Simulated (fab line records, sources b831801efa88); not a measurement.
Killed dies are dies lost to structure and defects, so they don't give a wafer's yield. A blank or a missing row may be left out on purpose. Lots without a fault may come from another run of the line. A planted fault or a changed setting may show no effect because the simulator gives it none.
fab line records | flow gf180mcu | part 1 of 2: steps 1 to 26 of 36
record lots=5 wafers=15 last_day=34
route steps=602 shown V4@480 MIM@503
lots that met no fault: from a run of the same line without faults
start_h: hours from the record's first day to the start of the lot's first wafer shown | wait_h: hours since the lot's step before | " the same as in the row above | L1.1+2: a row that stands for several wafers | - no value, or no start given | * or withheld: withheld | < > ~ a bound
route shown NAME@n: a module of which the file shows steps, and the number in the route of the first | usual: mean/standard deviation of fault-free wafers | same: alike in all rows | chamber/n: place in a boat | sites: the reading at each site | _std_site: their standard deviation | _edge_site: outer sites' mean less inner sites' | radius_mm: how far each site lies from the wafer's centre | mask NAME#n: copy n | behind: the tool/chamber that last shaped the wafer | hold: why the lot was held/for how many hours/how that ended | device: the transistor (n, p or np) that didn't switch | end of line: the same wafers' tests at the end of the route | a step without rows: its recipe alone | killed: dies lost to structure and defects at the first sort, not the wafer's yield | map: a wafer's dies, x killed, . not, _ none there
set.NAME: the setting as run; set.NAME@STEP: as run at that earlier step | model.NAME: the simulator's own value behind a step, which no gauge read
lots at some steps of the route; a table a step, a row a wafer
services: from which hour (start_h, from the record's first day; less than 0 if before it) a tool's chamber was out of use, for how many hours, and why
## steps
# step GF_V4_CMP_04
# recipe material=SiO2 down_force_psi=4 platen_rpm=60 pad_velocity_m_s=0.94248
# usual motor_current_A=11.3/1.4 retaining_ring_pressure_frac=1.000/0.0046 time_to_endpoint_s=81/7.3
# columns lot.wafer tool chamber start_h wait_h motor_current_A retaining_ring_pressure_frac time_to_endpoint_s
L080.4 cmp-01 0 588.48 0.0 13.3 1.004 81
L080.6 " 0 " " 11.8 1.002 79
L080.5 " 1 " " 9.8 0.997 81
L084.4 cmp-02 3 625.46 0.0 10.0 1.005 91
L084.2 " 0 " " 12.4 1.005 84
L084.1 " 2 " " 9.7 0.999 80
L086.3 cmp-01 1 638.91 0.0 9.6 0.992 82
L086.1 " 2 " " 9.9 1.006 80
L086.6 " 2 " " 10.4 1.013 85
L088.2 cmp-02 3 651.87 0.0 10.3 1.006 85
L088.5 " 3 " " 9.7 0.997 88
L088.6 " 0 " " 13.3 0.996 88
L094.2 cmp-02 3 696.86 0.1 10.4 1.000 82
L094.1 " 1 " " 13.2 1.000 69
L094.5 " 2 " " 9.6 1.006 82
# step GF_V4_BOW_MEAS_05
# recipe mode=bow
# usual V4_BOW=133/10
# columns lot.wafer tool chamber start_h wait_h V4_BOW[um]
L080.4 film_metro-03 - 588.84 0.3 120
L080.5 " - " " 119
L080.6 " - " " 130
L084.1 film_metro-02 - 625.76 0.1 156
L084.2 " - " " 161
L084.4 " - " " 156
L086.1 film_metro-01 - 639.21 0.2 131
L086.3 " - " " 125
L086.6 " - " " 129
L088.2 film_metro-02 - 652.19 0.3 132
L088.5 " - " " 123
L088.6 " - " " 131
L094.1 film_metro-03 - 697.11 0.1 126
L094.2 " - " " 137
L094.5 " - " " 129
# step GF_V4_DEHYDRATE_06
# recipe temp_c=200 time_s=60
# columns lot.wafer tool chamber start_h wait_h
L080.4+5+6 litho_track-03 0 598.93 10.1
L084.1+2+4 litho_track-04 0 635.33 9.5
L086.1+3+6 litho_track-03 0 648.50 9.3
L088.2+5+6 litho_track-01 0 661.67 9.5
L094.1+2+5 litho_track-04 0 706.08 8.9
# step GF_V4_HMDS_07
# recipe prime_time_s=60 prime_temp_c=120
# columns lot.wafer tool chamber start_h wait_h
L080.4+5+6 litho_track-03 0 599.08 0.1
L084.1+2+4 litho_track-04 0 635.48 0.1
L086.1+3+6 litho_track-03 0 648.65 0.1
L088.2+5+6 litho_track-01 0 661.82 0.1
L094.1+2+5 litho_track-04 0 706.23 0.1
# step GF_V4_COAT_08
# recipe resist=BARC temp_c=withheld time_s=withheld spin_rpm=withheld resist_thk_nm=withheld
# columns lot.wafer tool chamber start_h wait_h
L080.4+5+6 litho_track-03 0 599.23 0.1
L084.1+2+4 litho_track-04 0 635.63 0.1
L086.1+3+6 litho_track-03 0 648.80 0.1
L088.2+5+6 litho_track-01 0 661.97 0.1
L094.1+2+5 litho_track-04 0 706.38 0.1
# step GF_V4_COAT_09
# recipe resist=KrF spin_rpm=withheld resist_thk_nm=1000
# columns lot.wafer tool chamber start_h wait_h
L080.4+5+6 litho_track-03 0 - -
L084.1+2+4 litho_track-04 0 - -
L086.1+3+6 litho_track-03 0 - -
L088.2+5+6 litho_track-01 0 - -
L094.1+2+5 litho_track-04 0 - -
# step GF_V4_SOFTBAKE_10
# recipe temp_c=130 time_s=60 resist=KrF
# columns lot.wafer tool chamber start_h wait_h
L080.4+5+6 litho_track-03 0 - -
L084.1+2+4 litho_track-04 0 - -
L086.1+3+6 litho_track-03 0 - -
L088.2+5+6 litho_track-01 0 - -
L094.1+2+5 litho_track-04 0 - -
# step GF_V4_EXPOSE_11
# recipe mask_id=Via4 target_cd_nm=260 na=0.68 source_shape=conventional sigma_outer=0.6 dose_mj=38
# usual focus_offset_nm=0.0/0.48 reticle_temp_C=23.01/0.12 stage_vel_mm_s=500.00/0.24
# same sigma_outer=0.6
# columns lot.wafer tool chamber start_h wait_h mask focus_offset_nm reticle_temp_C stage_vel_mm_s
L080.4 krf_scanner-01 0 - - Via4#0 0.3 23.09 499.77
L080.5 " 0 " " Via4#0 0.1 23.06 500.38
L080.6 " 0 " " Via4#0 -0.4 23.08 499.73
L084.1 krf_scanner-01 0 - - Via4#0 0.4 23.27 500.14
L084.2 " 0 " " Via4#0 0.7 23.13 500.49
L084.4 " 0 " " Via4#0 1.1 23.10 500.25
L086.1 krf_scanner-02 0 - - Via4#0 -0.5 23.08 500.31
L086.3 " 0 " " Via4#0 -0.5 23.23 499.88
L086.6 " 0 " " Via4#0 0.3 23.06 500.28
L088.2 krf_scanner-02 0 - - Via4#0 -0.1 22.98 500.23
L088.5 " 0 " " Via4#0 -0.4 22.79 500.26
L088.6 " 0 " " Via4#0 -1.0 22.95 500.34
L094.1 krf_scanner-02 0 - - Via4#0 0.1 23.06 499.85
L094.2 " 0 " " Via4#0 0.5 23.06 499.81
L094.5 " 0 " " Via4#0 0.3 23.12 499.67
# step GF_V4_PEB_12
# recipe peb_temp_c=135 peb_time_s=90 resist=KrF
# columns lot.wafer tool chamber start_h wait_h
L080.4+5+6 litho_track-04 0 - -
L084.1+2+4 litho_track-03 0 - -
L086.1+3+6 litho_track-03 0 - -
L088.2+5+6 litho_track-04 0 - -
L094.1+2+5 litho_track-03 0 - -
# step GF_V4_DEVELOP_13
# recipe develop_time_s=60 resist=KrF dev_temp_c=21
# columns lot.wafer tool chamber start_h wait_h
L080.4+5+6 litho_track-04 0 609.60 0.1
L084.1+2+4 litho_track-03 0 645.25 0.2
L086.1+3+6 litho_track-03 0 658.85 0.2
L088.2+5+6 litho_track-04 0 671.30 0.2
L094.1+2+5 litho_track-03 0 715.40 0.2
# step GF_V4_CD_MEAS_14
# recipe target_cd_nm=260
# usual cd_nm=259.9/1.2
# columns lot.wafer tool chamber start_h wait_h cd_nm
L080.4 cd_sem-02 - 609.74 0.1 261.0
L080.5 " - " " 260.1
L080.6 " - " " 259.7
L084.1 cd_sem-01 - 645.40 0.1 260.8
L084.2 " - " " 260.6
L084.4 " - " " 261.2
L086.1 cd_sem-02 - 659.00 0.1 261.3
L086.3 " - " " 261.0
L086.6 " - " " 260.1
L088.2 cd_sem-01 - 671.45 0.1 259.4
L088.5 " - " " 260.3
L088.6 " - " " 260.5
L094.1 cd_sem-01 - 715.55 0.1 261.0
L094.2 " - " " 260.0
L094.5 " - " " 259.7
# step GF_V4_OVL_MEAS_15
# usual V4_OVL=3/5.7
# columns lot.wafer tool chamber start_h wait_h V4_OVL[nm]
L080.4 overlay-01 - 609.82 0.1 6
L080.5 " - " " 3
L080.6 " - " " 2
L084.1 overlay-01 - 645.52 0.1 5
L084.2 " - " " -2
L084.4 " - " " -1
L086.1 overlay-02 - 659.12 0.1 -3
L086.3 " - " " 4
L086.6 " - " " -4
L088.2 overlay-01 - 671.55 0.1 5
L088.5 " - " " 6
L088.6 " - " " 5
L094.1 overlay-01 - 715.67 0.1 6
L094.2 " - " " 6
L094.5 " - " " 6
# step GF_V4_ETCH_16
# recipe chemistry=N2/H2 target_depth_a=withheld overetch_a=withheld time_s=withheld target=BARC ion_energy_ev=200 source_w=500 bias_w=100 pressure_mtorr=30 n2_flow_sccm=100 h2_flow_sccm=200
# usual bias_w=100.0/0.31 chamber_pressure_mTorr=30.00/0.034 drypump_motor_current_A=5.7/0.46 n2_flow_sccm=99.98/0.27 oes_product_au=0.855/0.0045 throttle_valve_pct=13.225/0.0099
# columns lot.wafer tool chamber start_h wait_h bias_w chamber_pressure_mTorr drypump_motor_current_A n2_flow_sccm oes_product_au throttle_valve_pct
L080.4 rie_diel-04 2 609.83 0.0 100.7 29.97 5.1 99.88 0.855 13.216
L080.5 " 3 " " 100.3 30.01 5.6 100.13 0.846 13.203
L080.6 " 0 " " 100.1 29.98 6.4 99.71 0.852 13.211
L084.1 rie_diel-01 0 645.56 0.0 100.0 29.99 5.8 100.06 0.848 13.222
L084.2 " 2 " " 99.8 29.97 4.9 99.64 0.859 13.235
L084.4 " 1 " " 100.5 30.03 5.3 99.92 0.848 13.216
L086.1 rie_diel-02 2 659.16 0.0 100.1 29.99 6.0 99.83 0.856 13.221
L086.3 " 3 " " 99.6 30.01 5.8 99.94 0.856 13.236
L086.6 " 1 " " 100.5 30.05 5.6 100.40 0.854 13.227
L088.2 rie_diel-01 1 671.58 0.0 99.7 30.04 5.2 99.97 0.856 13.229
L088.5 " 2 " " 100.1 29.96 4.9 99.81 0.851 13.227
L088.6 " 3 " " 99.8 30.02 6.0 99.48 0.858 13.232
L094.1 rie_diel-04 3 715.71 0.0 100.3 30.03 5.6 99.82 0.861 13.222
L094.2 " 0 " " 100.4 30.02 6.4 99.99 0.863 13.230
L094.5 " 3 " " 100.3 30.00 5.6 100.00 0.851 13.232
# step GF_V4_ETCH_17
# recipe chemistry=C4F8/O2/Ar mask_material=KrF target=SiO2 stop_on=TiN source_w=1500 bias_w=1200 pressure_mtorr=40 c4f8_flow_sccm=withheld O2_flow_sccm=6 Ar_flow_sccm=300 time_s=withheld target_depth_a=6300
# usual bias_w=1200/3.5 chamber_pressure_mTorr=40.00/0.04 oes_product_au=0.856/0.0043
# columns lot.wafer tool chamber start_h wait_h bias_w chamber_pressure_mTorr oes_product_au
L080.4 rie_diel-04 2 - - 1203 40.03 0.854
L080.5 " 3 " " 1200 40.03 0.853
L080.6 " 0 " " 1198 39.96 0.852
L084.1 rie_diel-01 0 - - 1198 40.00 0.854
L084.2 " 2 " " 1210 40.01 0.855
L084.4 " 1 " " 1194 39.99 0.849
L086.1 rie_diel-02 2 - - 1200 40.01 0.856
L086.3 " 3 " " 1198 40.03 0.854
L086.6 " 1 " " 1199 39.97 0.861
L088.2 rie_diel-01 1 - - 1199 39.97 0.851
L088.5 " 2 " " 1196 39.98 0.853
L088.6 " 3 " " 1196 40.01 0.856
L094.1 rie_diel-04 3 - - 1204 40.01 0.858
L094.2 " 0 " " 1205 39.96 0.864
L094.5 " 3 " " 1201 39.95 0.848
# step GF_V4_STRIP_18
# recipe chemistry=O2/N2 power_w=1400 pressure_mtorr=1500 platen_temp_c=250 o2_flow_sccm=3000 n2_flow_sccm=300 overash_fraction=0.5
# usual chamber_pressure_mTorr=1499.8/1.4 drypump_motor_current_A=6.2/0.3 heater_power_w=334/26 n2_flow_sccm=300.0/0.87 oes_product_au=0.593/0.005
# same overash_fraction=0.5
# columns lot.wafer tool chamber start_h wait_h chamber_pressure_mTorr drypump_motor_current_A heater_power_w n2_flow_sccm oes_product_au rf_hours_counter_h
L080.4 plasma_asher-04 1 610.00 - 1498.5 6.2 293 299.1 0.586 -
L080.5 " 0 " " 1499.4 6.7 346 301.6 0.595 -
L080.6 " 1 " " 1499.5 6.3 285 298.7 0.591 -
L084.1 plasma_asher-02 1 645.69 - 1500.6 6.4 350 299.6 0.605 20
L084.2 " 0 " " 1501.1 6.5 323 300.8 0.589 20
L084.4 " 1 " " 1498.9 6.4 347 299.2 0.593 -
L086.1 plasma_asher-04 0 659.29 - 1499.1 6.7 325 300.9 0.594 82
L086.3 " 1 " " 1500.9 6.2 286 299.7 0.588 -
L086.6 " 0 " " 1496.5 6.7 334 300.3 0.600 -
L088.2 plasma_asher-02 1 671.71 - 1500.6 6.4 354 299.9 0.588 23
L088.5 " 0 " " 1499.7 6.4 332 301.0 0.599 -
L088.6 " 1 " " 1500.4 6.4 357 300.2 0.594 -
L094.1 plasma_asher-04 0 715.84 - 1498.3 6.7 328 298.9 0.590 85
L094.2 " 1 " " 1500.2 6.2 290 300.8 0.595 85
L094.5 " 1 " " 1498.4 6.3 288 301.7 0.593 -
# step GF_V4_STRIP_19
# recipe chemistry=post_etch_residue_remover time_s=1200 temp_c=72.5
# usual bath_guard_temp_C=73.0/0.43
# columns lot.wafer tool chamber start_h wait_h bath_guard_temp_C
L080.4 wet_bench-02 1 610.06 0.0 73.3
L080.5 " 1 " " 73.6
L080.6 " 1 " " 73.2
L084.1 wet_bench-03 0 645.79 0.1 73.1
L084.2 " 0 " " 73.4
L084.4 " 0 " " 73.2
L086.1 wet_bench-03 0 659.39 0.1 73.1
L086.3 " 0 " " 73.3
L086.6 " 0 " " 73.5
L088.2 wet_bench-02 0 671.81 0.1 73.0
L088.5 " 0 " " 73.1
L088.6 " 0 " " 73.3
L094.1 wet_bench-03 0 715.94 0.1 73.2
L094.2 " 0 " " 73.3
L094.5 " 0 " " 73.1
# step GF_V4_CLEAN_20
# recipe chemistry=DIW dry=n2_spin
# columns lot.wafer tool chamber start_h wait_h
L080.4+5+6 wet_bench-02 1 610.40 0.0
L084.1+2+4 wet_bench-04 1 646.16 0.0
L086.1+3+6 wet_bench-04 2 659.76 0.0
L088.2+5+6 wet_bench-04 0 672.15 0.0
L094.1+2+5 wet_bench-04 3 716.28 0.0
# step GF_V4_SPUTTER_21
# recipe material=Ti target_thk_nm=15 chamber_pressure_pa=5 power_w=2500 substrate_temp_c=200 time_s=80.02
# usual throttle_valve_pct=30.1/1.2
# columns lot.wafer tool chamber start_h wait_h throttle_valve_pct
L080.4 pvd_sputter-03 - 610.50 0.0 29.4
L080.5 " - " " 29.6
L080.6 " - " " 29.6
L084.1 pvd_sputter-04 - 646.25 0.0 31.3
L084.2 " - " " 29.3
L084.4 " - " " 32.9
L086.1 pvd_sputter-02 - 659.86 0.0 30.1
L086.3 " - " " 30.8
L086.6 " - " " 30.6
L088.2 pvd_sputter-04 - 672.25 0.0 31.4
L088.5 " - " " 31.2
L088.6 " - " " 33.1
L094.1 pvd_sputter-04 - 716.37 0.0 31.5
L094.2 " - " " 30.0
L094.5 " - " " 29.9
# step GF_V4_SPUTTER_22
# recipe material=TiN target_thk_nm=10 chamber_pressure_pa=5 power_w=4000 time_s=40
# usual throttle_valve_pct=30.2/1.2
# columns lot.wafer tool chamber start_h wait_h throttle_valve_pct
L080.4 pvd_sputter-03 - 610.56 0.0 29.8
L080.5 " - " " 29.7
L080.6 " - " " 29.7
L084.1 pvd_sputter-04 - 646.31 0.0 31.5
L084.2 " - " " 29.5
L084.4 " - " " 32.7
L086.1 pvd_sputter-02 - 659.92 0.0 30.4
L086.3 " - " " 31.0
L086.6 " - " " 30.5
L088.2 pvd_sputter-04 - 672.31 0.0 31.4
L088.5 " - " " 31.6
L088.6 " - " " 32.8
L094.1 pvd_sputter-04 - 716.43 0.0 31.3
L094.2 " - " " 29.9
L094.5 " - " " 29.5
# step GF_V4_CVD_23
# recipe material=W target_thk_nm=350 time_s=104.9 temp_c=400 pressure_torr=40
# usual heater_power_outer_w=492/25 heater_power_w=834/49
# columns lot.wafer tool chamber start_h wait_h heater_power_outer_w heater_power_w since_wet_clean_h
L080.4 cvd_w-02 1 610.63 0.1 503 790 -
L080.5 " 0 " " 477 856 -
L080.6 " 1 " " 504 812 -
L084.1 cvd_w-02 1 646.35 0.0 502 773 742
L084.2 " 0 " " 471 829 742
L084.4 " 1 " " 499 779 -
L086.1 cvd_w-01 0 659.96 0.0 533 908 256
L086.3 " 0 " " 528 924 -
L086.6 " 1 " " 481 798 -
L088.2 cvd_w-01 0 672.35 0.0 544 903 268
L088.5 " 0 " " 528 916 -
L088.6 " 1 " " 465 792 -
L094.1 cvd_w-01 1 716.47 0.0 467 816 312
L094.2 " 0 " " 536 887 312
L094.5 " 1 " " 487 812 -
# step GF_V4_RS_MEAS_24
# recipe thk_meas_gauge=four-point-probe reads=W_of_V4_CVD_23+TiN_of_V4_SPUTTER_22+Ti_of_V4_SPUTTER_21
# usual V4_W_RS=0.326/0.006
# columns lot.wafer tool chamber start_h wait_h V4_W_RS[ohm/sq]
L080.4 film_metro-01 - 610.77 0.1 0.325
L080.5 " - " " 0.332
L080.6 " - " " 0.327
L084.1 film_metro-02 - 646.46 0.1 0.328
L084.2 " - " " 0.327
L084.4 " - " " 0.324
L086.1 film_metro-03 - 660.07 0.1 0.337
L086.3 " - " " 0.334
L086.6 " - " " 0.318
L088.2 film_metro-03 - 672.48 0.1 0.330
L088.5 " - " " 0.329
L088.6 " - " " 0.316
L094.1 film_metro-02 - 716.58 0.1 0.316
L094.2 " - " " 0.331
L094.5 " - " " 0.316
# step GF_V4_THK_MEAS_25
# recipe thk_meas_gauge=xrf reads=W_of_V4_CVD_23
# usual V4_W_THK=366/7.3
# columns lot.wafer tool chamber start_h wait_h V4_W_THK[nm]
L080.4 film_metro-01 - 610.86 0.1 365
L080.5 " - " " 358
L080.6 " - " " 362
L084.1 film_metro-02 - 646.58 0.1 366
L084.2 " - " " 368
L084.4 " - " " 374
L086.1 film_metro-03 - 660.19 0.1 357
L086.3 " - " " 361
L086.6 " - " " 380
L088.2 film_metro-03 - 672.59 0.1 360
L088.5 " - " " 358
L088.6 " - " " 374
L094.1 film_metro-02 - 716.70 0.1 379
L094.2 " - " " 360
L094.5 " - " " 376
# step GF_V4_CMP_26
# recipe stop_on=SiO2 down_force_psi=3.5 platen_rpm=60 t_overpolish_s=15 target_thk_nm=0 pad_velocity_m_s=0.94248
# usual motor_current_A=10.4/1.4 overpolish_run_s=14.999/0.0095 retaining_ring_pressure_frac=1.000/0.0046 time_to_endpoint_s=84/4.6
# columns lot.wafer tool chamber start_h wait_h motor_current_A overpolish_run_s retaining_ring_pressure_frac time_to_endpoint_s
L080.4 cmp-02 1 611.14 0.3 12.7 14.996 0.999 80
L080.5 " 2 " " 9.1 14.999 0.995 86
L080.6 " 3 " " 9.8 14.999 1.003 87
L084.1 cmp-02 2 646.64 0.1 9.0 14.984 0.995 88
L084.2 " 3 " " 9.6 15.004 1.004 86
L084.4 " 0 " " 11.9 14.998 1.000 84
L086.1 cmp-01 2 660.25 0.1 9.2 15.003 1.000 80
L086.3 " 0 " " 11.4 14.994 1.000 84
L086.6 " 2 " " 9.2 15.002 0.994 86
L088.2 cmp-01 1 672.79 0.2 8.6 14.980 0.996 83
L088.5 " 2 " " 9.1 15.003 1.004 77
L088.6 " 3 " " 10.0 14.984 0.998 82
L094.1 cmp-01 0 716.81 0.1 11.8 14.987 1.002 85
L094.2 " 2 " " 9.7 14.989 1.007 82
L094.5 " 0 " " 11.6 14.993 1.002 85
# step GF_MIM_SPUTTER_00
# recipe material=Ti target_thk_nm=37.5 arriving_ion_energy_ev=80 substrate_temp_c=200 chamber_pressure_pa=2 power_w=4000 time_s=150
# usual throttle_valve_pct=29.8/1.1
# columns lot.wafer tool chamber start_h wait_h throttle_valve_pct
L080.4 pvd_sputter-01 - 611.29 0.1 30.0
L080.5 " - " " 31.6
L080.6 " - " " 31.3
L084.1 pvd_sputter-03 - 646.94 0.2 29.7
L084.2 " - " " 27.8
L084.4 " - " " 29.5
L086.1 pvd_sputter-01 - 660.55 0.2 29.5
L086.3 " - " " 31.1
L086.6 " - " " 28.6
L088.2 pvd_sputter-02 - 672.94 0.1 29.7
L088.5 " - " " 30.4
L088.6 " - " " 29.5
L094.1 pvd_sputter-01 - 717.06 0.2 29.2
L094.2 " - " " 31.4
L094.5 " - " " 29.0
# step GF_MIM_SPUTTER_01
# recipe material=TiN target_thk_nm=30 power_w=6500 time_s=25 chamber_pressure_pa=0.4
# usual throttle_valve_pct=29.8/1
# columns lot.wafer tool chamber start_h wait_h throttle_valve_pct
L080.4 pvd_sputter-01 - 611.39 0.1 29.8
L080.5 " - " " 31.7
L080.6 " - " " 31.4
L084.1 pvd_sputter-03 - 647.04 0.1 29.7
L084.2 " - " " 27.7
L084.4 " - " " 29.5
L086.1 pvd_sputter-01 - 660.65 0.1 29.8
L086.3 " - " " 31.1
L086.6 " - " " 29.0
L088.2 pvd_sputter-02 - 673.04 0.1 29.6
L088.5 " - " " 30.5
L088.6 " - " " 30.0
L094.1 pvd_sputter-01 - 717.16 0.1 28.9
L094.2 " - " " 31.5
L094.5 " - " " 28.8
# step GF_MIM_SPUTTER_02
# recipe material=AlCu target_thk_nm=450 power_w=10600 time_s=23.9 chamber_pressure_pa=0.4
# usual throttle_valve_pct=29.8/1
# columns lot.wafer tool chamber start_h wait_h throttle_valve_pct
L080.4 pvd_sputter-01 - 611.42 0.0 29.9
L080.5 " - " " 31.5
L080.6 " - " " 31.2
L084.1 pvd_sputter-03 - 647.07 0.0 29.8
L084.2 " - " " 27.8
L084.4 " - " " 29.6
L086.1 pvd_sputter-01 - 660.68 0.0 30.0
L086.3 " - " " 31.4
L086.6 " - " " 29.0
L088.2 pvd_sputter-02 - 673.07 0.0 29.6
L088.5 " - " " 30.4
L088.6 " - " " 29.8
L094.1 pvd_sputter-01 - 717.19 0.0 28.8
L094.2 " - " " 31.3
L094.5 " - " " 29.0
